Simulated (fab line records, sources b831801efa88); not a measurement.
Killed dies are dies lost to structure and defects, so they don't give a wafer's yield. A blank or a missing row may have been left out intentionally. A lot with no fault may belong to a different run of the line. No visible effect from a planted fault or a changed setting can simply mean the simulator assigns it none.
Matching of chambers | flow gf180mcu | 4 sister chambers for GF_V5_CMP_04 on cmp-02
The step polishes SiO2. 7 wafers are shown with their chamber, then 7 later ones without.

WAFERS PAIRED WITH THEIR CHAMBERS
wafer  | chamber | motor_current_A (A)
L129.2 | 0       | 12.2
L133.2 | 3       | 11.2
L134.3 | 1       | 11.2
L134.4 | 2       | 10.0
L134.6 | 3       | 11.0
L139.1 | 1       | 11.9
L139.2 | 2       | 10.1

WAFERS MISSING THEIR CHAMBER
wafer  | motor_current_A (A)
L139.4 | 10.8
L142.1 | 9.3
L142.5 | 10.4
L142.6 | 11.4
L144.1 | 11.2
L144.3 | 10.5
L144.4 | 11.6

CHAMBER TAKEN BY EACH
wafer  | from the rows above          | in truth
L139.4 | can't be placed: 3 or 1 or 2 | 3
L142.1 | 2                            | 2
L142.5 | can't be placed: 2 or 3      | 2
L142.6 | can't be placed: 1 or 3      | 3
L144.1 | can't be placed: 3 or 1      | 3
L144.3 | can't be placed: 2 or 3      | 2
L144.4 | can't be placed: 1 or 3 or 0 | 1
Correctly placed: 1 of 7. Unplaceable from these rows: 6, with the true chamber sitting among the candidates in 6. Placed wrongly: 0.
How it was worked out, from the rows above alone: a wafer's distance from a chamber is the root of the sum, over the readings, of the square of ((its reading less the chamber's mean) divided by the reading's scatter). If the next closest chamber is less than 2 further off than the closest, the wafer can't be placed; otherwise it belongs to the closest. A chamber's mean is the mean of its shown wafers. The scatter: take each reading less its chamber's mean, square it, sum over the shown wafers, divide by the number of wafers less the number of chambers, and take the root.
